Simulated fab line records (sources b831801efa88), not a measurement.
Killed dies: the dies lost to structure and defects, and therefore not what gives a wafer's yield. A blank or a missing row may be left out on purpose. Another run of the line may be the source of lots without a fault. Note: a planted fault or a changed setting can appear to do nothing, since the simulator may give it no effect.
Which tool was responsible?    flow sky130    at 1 step of a route of 708, 12 lots with 36 wafers sampled

## WHAT THE GAUGES READ, wafer by wafer
SKY_NWELL_RS_MEAS_29: the measuring method here is four-point-probe.
lot   measured      on            NWELL_RS (ohm/sq)
L075  day 5 12:14   filmMetro-01  627.5 626.2 627.0
L077  day 6 03:20   filmMetro-03  627.5 629.1 627.0
L079  day 6 10:32   filmMetro-03  625.8 625.2 623.7
L081  day 7 03:26   filmMetro-04  624.2 624.7 625.0
L083  day 7 16:20   filmMetro-01  623.4 623.6 624.1
L085  day 8 08:52   filmMetro-01  623.5 625.1 623.8
L087  day 8 13:18   filmMetro-01  623.7 623.8 624.0
L089  day 9 07:27   filmMetro-01  625.7 626.0 624.5
L090  day 10 04:48  filmMetro-01  624.4 624.5 623.6
L093  day 10 05:41  filmMetro-03  627.4 627.4 626.4
L095  day 10 18:53  filmMetro-04  623.7 625.4 624.7
L097  day 11 10:32  filmMetro-01  626.3 624.3 626.0

## TOOL THAT RAN EACH LOT (tool first, then ch and the chambers of the sampled wafers, then the start)
Before these readings, the record contains no process step.

## THE ANSWER, worked out from the rows above alone
Rule: the lots themselves supply what counts as usual. The widest of any qualifying gaps counts: lots, ordered by their means at a reading, are off when they make up no more than a third of the lots, leave a main group of 4 or more, and stand apart from it by 3 or more times the standard deviation of that group's means. The tables above print the reading to a certain number of digits; a main group whose means all agree to those digits is not used. A lot without any number at a reading at which 4 lots or more have one is off too. All remaining lots with rows at the step are treated as sound.
No lot is off at any reading shown: from this, nothing can be told.

## WHAT THE SIMULATOR PUT IN
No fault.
